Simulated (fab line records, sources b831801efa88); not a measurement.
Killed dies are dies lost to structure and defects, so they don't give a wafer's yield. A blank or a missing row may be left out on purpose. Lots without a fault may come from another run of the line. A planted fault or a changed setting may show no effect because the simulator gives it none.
Which tool did it? | flow sky130 | 14 lots, 42 wafers sampled, at 4 steps of a route of 708

WHAT THE GAUGES READ, wafer by wafer
The record holds no reading of a measuring or inspecting step that can be judged against a usual standard deviation.

WHICH TOOL RAN EACH LOT (tool, then ch and the chambers of the sampled wafers, then the start)
lot  | SKY_LOCAL_INTERCONNECT_SPUTTER_00 | SKY_LOCAL_INTERCONNECT_METAL_ETCH_14 | SKY_CONTACT_CVD_00            | SKY_CONTACT_PEB_12
L548 | pvd_sputter-01, day 29 18:06      | rie_metal-04 ch 0,1, day 30 22:47    | pecvd-01 ch 1,2, day 30 23:26 | litho_track-04 ch 0, day 32 04:00
L547 | pvd_sputter-01, day 29 20:40      | rie_metal-03 ch 0,1, day 31 01:30    | pecvd-04 ch 0,1, day 31 02:08 | litho_track-01 ch 0, day 32 07:00
L550 | pvd_sputter-01, day 30 03:06      | rie_metal-01 ch 0,1, day 31 07:30    | pecvd-01 ch 0,2, day 31 08:08 | litho_track-01 ch 0, day 32 13:00
L551 | pvd_sputter-04, day 30 08:37      | rie_metal-01 ch 0,1, day 31 13:55    | pecvd-03 ch 0,1, day 31 14:34 | litho_track-03 ch 0, day 32 18:00
L560 | pvd_sputter-04, day 34 02:53      | rie_metal-03 ch 0,1, day 35 05:00    | pecvd-04 ch 0,2, day 35 05:39 | litho_track-03, day 36 07:00
L561 | pvd_sputter-04, day 34 07:24      | rie_metal-04 ch 0,1, day 35 09:39    | pecvd-01 ch 0,1, day 35 10:19 | litho_track-04, day 36 12:00
L562 | pvd_sputter-01, day 34 08:56      | rie_metal-03 ch 0, day 35 11:10      | pecvd-03 ch 1,2, day 35 11:50 | litho_track-01 ch 0, day 36 13:00
L563 | pvd_sputter-04, day 34 20:23      | rie_metal-01 ch 0,1, day 35 22:46    | pecvd-01 ch 0,1, day 35 23:25 | litho_track-01 ch 0, day 37 01:00
L564 | pvd_sputter-01, day 35 01:02      | rie_metal-01 ch 0,1, day 36 03:06    | pecvd-03 ch 0,2, day 36 03:44 | litho_track-04 ch 0, day 37 05:00
L565 | pvd_sputter-03, day 35 05:52      | rie_metal-01 ch 1, day 36 08:04      | pecvd-04 ch 0,2, day 36 08:44 | litho_track-01 ch 0, day 37 10:00
L566 | pvd_sputter-01, day 35 16:22      | rie_metal-04 ch 0,1, day 36 18:20    | pecvd-03 ch 1,2, day 36 18:59 | litho_track-04 ch 0, day 37 19:00
L568 | pvd_sputter-03, day 35 23:17      | rie_metal-04 ch 0,1, day 37 01:52    | pecvd-01 ch 1,2, day 37 02:30 | litho_track-04 ch 0, day 38 04:00
L569 | pvd_sputter-01, day 36 12:26      | rie_metal-03 ch 0,1, day 37 14:17    | pecvd-01 ch 1,2, day 37 14:56 | litho_track-04 ch 0, day 38 16:00
L570 | pvd_sputter-01, day 36 16:44      | rie_metal-03 ch 0,1, day 37 18:24    | pecvd-03 ch 0,2, day 37 19:02 | litho_track-01 ch 0, day 38 20:00
- SKY_LOCAL_INTERCONNECT_SPUTTER_00: material TiN, target thk 100 nm, time 83.3 s.
- SKY_LOCAL_INTERCONNECT_METAL_ETCH_14: etches TiN in Cl2/BCl3, stops on PSG, target depth 110 nm, time 31.4 s.
- SKY_CONTACT_CVD_00: deposits Si3N4, target thk 75 nm.
- SKY_CONTACT_PEB_12

WHAT THE TOOLS THEMSELVES READ (means of the sampled wafers that have a number; where no wafer has one, the mark that the record gives instead)
SKY_LOCAL_INTERCONNECT_SPUTTER_00.
lot  | tool           | substrate_temp_c (C) | susceptor_temp_C (C) | throttle_valve_pct (%)
L548 | pvd_sputter-01 | 300.20               | 300.12               | 28.6
L547 | pvd_sputter-01 | 299.99               | 300.10               | 29.0
L550 | pvd_sputter-01 | 300.02               | 299.96               | 28.8
L551 | pvd_sputter-04 | 300.13               | 300.24               | 30.8
L560 | pvd_sputter-04 | 299.94               | 299.78               | 31.7
L561 | pvd_sputter-04 | 300.13               | 300.09               | 31.7
L562 | pvd_sputter-01 | 300.15               | 300.01               | 28.7
L563 | pvd_sputter-04 | 300.01               | 300.06               | 31.8
L564 | pvd_sputter-01 | 300.21               | 299.88               | 29.0
L565 | pvd_sputter-03 | 299.90               | 300.11               | 29.4
L566 | pvd_sputter-01 | 299.78               | 299.98               | 28.1
L568 | pvd_sputter-03 | 299.99               | 299.99               | 29.8
L569 | pvd_sputter-01 | 300.07               | 299.74               | 29.0
L570 | pvd_sputter-01 | 300.23               | 299.93               | 28.9

SKY_LOCAL_INTERCONNECT_METAL_ETCH_14.
lot  | tool         | drypump_motor_current_A (A) | oes_product_au (a.u.) | throttle_valve_pct (%)
L548 | rie_metal-04 | 6.0                         | 0.928                 | 21.908
L547 | rie_metal-03 | 6.3                         | 0.938                 | 21.893
L550 | rie_metal-01 | 5.9                         | 0.939                 | 21.902
L551 | rie_metal-01 | 5.9                         | 0.945                 | 21.897
L560 | rie_metal-03 | 6.3                         | 0.944                 | 21.897
L561 | rie_metal-04 | 6.0                         | 0.953                 | 21.900
L562 | rie_metal-03 | 6.4                         | 0.948                 | 21.896
L563 | rie_metal-01 | 5.8                         | 0.937                 | 21.910
L564 | rie_metal-01 | 5.8                         | 0.940                 | 21.900
L565 | rie_metal-01 | 6.2                         | 0.937                 | 21.905
L566 | rie_metal-04 | 5.6                         | 0.942                 | 21.905
L568 | rie_metal-04 | 5.6                         | 0.940                 | 21.901
L569 | rie_metal-03 | 6.4                         | 0.945                 | 21.898
L570 | rie_metal-03 | 6.3                         | 0.939                 | 21.904

SKY_CONTACT_CVD_00.
lot  | tool     | heater_power_w (W) | susceptor_temp_C (C)
L548 | pecvd-01 | 697                | 400.04
L547 | pecvd-04 | 670                | 400.07
L550 | pecvd-01 | 786                | 399.99
L551 | pecvd-03 | 661                | 400.02
L560 | pecvd-04 | 704                | 399.89
L561 | pecvd-01 | 743                | 400.00
L562 | pecvd-03 | 605                | 399.83
L563 | pecvd-01 | 757                | 399.96
L564 | pecvd-03 | 595                | 400.25
L565 | pecvd-04 | 686                | 400.32
L566 | pecvd-03 | 637                | 400.15
L568 | pecvd-01 | 751                | 400.08
L569 | pecvd-01 | 716                | 400.01
L570 | pecvd-03 | 613                | 400.04

SKY_CONTACT_PEB_12.
lot  | tool           | exhaust_pa (Pa)
L548 | litho_track-04 | 44.2
L547 | litho_track-01 | 44.3
L550 | litho_track-01 | 44.1
L551 | litho_track-03 | 44.2
L560 | litho_track-03 | -
L561 | litho_track-04 | -
L562 | litho_track-01 | 45.6
L563 | litho_track-01 | 46.2
L564 | litho_track-04 | 45.4
L565 | litho_track-01 | 45.5
L566 | litho_track-04 | 43.8
L568 | litho_track-04 | 45.2
L569 | litho_track-04 | 44.6
L570 | litho_track-01 | 44.8

THE ANSWER, worked out from the rows above alone
Rule: what is usual is taken from the lots themselves. Put in order of their means at a reading, lots are off if they are a third of the lots or fewer, leave a main group of 4 or more, and stand apart from it by a gap of 3 or more times the standard deviation of the main group's means; of several such gaps the widest counts. A main group whose means are all the same, to the digits that the tables above print for the reading, isn't used. A lot without any number at a reading at which 4 lots or more have one is off too. The other lots that the step has rows for count as sound. The gauges are gone through in route order, then the tools' own readings, and for those a lot's mean is taken as printed above. The first step at which some lot is off is used, and at that step the reading that is off furthest; a lot without a number counts as furthest.
Off: L560, L561, at SKY_CONTACT_PEB_12 (exhaust_pa). Without a number there: L560, L561. The main group: mean 44.8 Pa, standard deviation 0.71.
A tool fits if, at that step or a process step before it, it ran every lot that is off, and no sound lot after the first of them. None of those tried fits.

WHAT THE SIMULATOR HAD PUT IN
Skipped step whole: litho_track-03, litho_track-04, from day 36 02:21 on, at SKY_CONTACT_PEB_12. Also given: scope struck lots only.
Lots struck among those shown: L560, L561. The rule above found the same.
